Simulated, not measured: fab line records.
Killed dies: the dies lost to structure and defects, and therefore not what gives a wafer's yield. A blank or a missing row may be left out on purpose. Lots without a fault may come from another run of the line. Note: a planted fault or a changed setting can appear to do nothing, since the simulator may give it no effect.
Which tool did it?    flow sky130    6 lots, 17 wafers sampled, at 3 steps of a route of 708

WHAT THE GAUGES READ, wafer by wafer
SKY_LDD_P_TW_MEAS_11.
lot   measured      on            LDD_P_TW
L447  day 18 22:35  filmMetro-02  642 645 644
L449  day 20 01:35  filmMetro-01  643 644 643
L454  day 22 00:16  filmMetro-02  638 637 639
L462  day 24 17:16  filmMetro-01  644 640
L464  day 26 00:07  filmMetro-01  640 640 641
L467  day 26 13:36  filmMetro-04  640 642 643

EACH LOT AND THE TOOL THAT RAN IT (in order: tool; ch and the chambers of the sampled wafers; start)
lot   SKY_POLY_GATE_ETCH_16              SKY_POLY_GATE_STRIP_18
L447  rieDiel-01 ch 0,1, day 16 08:10    plasmaAsher-01 ch 0,1, day 16 08:19
L449  rieDiel-03 ch 1,2,3, day 17 08:49  plasmaAsher-02 ch 0, day 17 08:58
L454  rieDiel-02 ch 0,3, day 19 06:04    plasmaAsher-02 ch 0,1, day 19 06:15
L462  rieDiel-03 ch 1,2, day 21 23:43    plasmaAsher-03 ch 0,1, day 21 23:52
L464  rieDiel-02 ch 2,3, day 23 08:28    plasmaAsher-01 ch 0,1, day 23 08:37
L467  rieDiel-02 ch 0,2,3, day 23 22:28  plasmaAsher-03 ch 0,1, day 23 22:37
- SKY_POLY_GATE_ETCH_16: etches Si3N4 in CH3F/O2, stops on poly-Si, time 147.5 s, target depth 75 nm.
- SKY_POLY_GATE_STRIP_18: strips in O2/N2.

THE ANSWER, worked out from the rows above alone
Rule: what is usual is taken from the lots themselves. Put in order of their means at a reading, lots are off if they are a third of the lots or fewer, leave a main group of 4 or more, and stand apart from it by a gap of 3 or more times the standard deviation of the main group's means; of several such gaps the widest counts. If all means in a main group match to the digits the tables above print for the reading, that group is not used. Also off: a lot with no number at a reading for which 4 or more lots have one. Where the step has rows for the other lots, those lots are counted as sound.
Across all readings shown, no lot is off: no conclusion can be drawn from this.

WHAT THE SIMULATOR PUT IN
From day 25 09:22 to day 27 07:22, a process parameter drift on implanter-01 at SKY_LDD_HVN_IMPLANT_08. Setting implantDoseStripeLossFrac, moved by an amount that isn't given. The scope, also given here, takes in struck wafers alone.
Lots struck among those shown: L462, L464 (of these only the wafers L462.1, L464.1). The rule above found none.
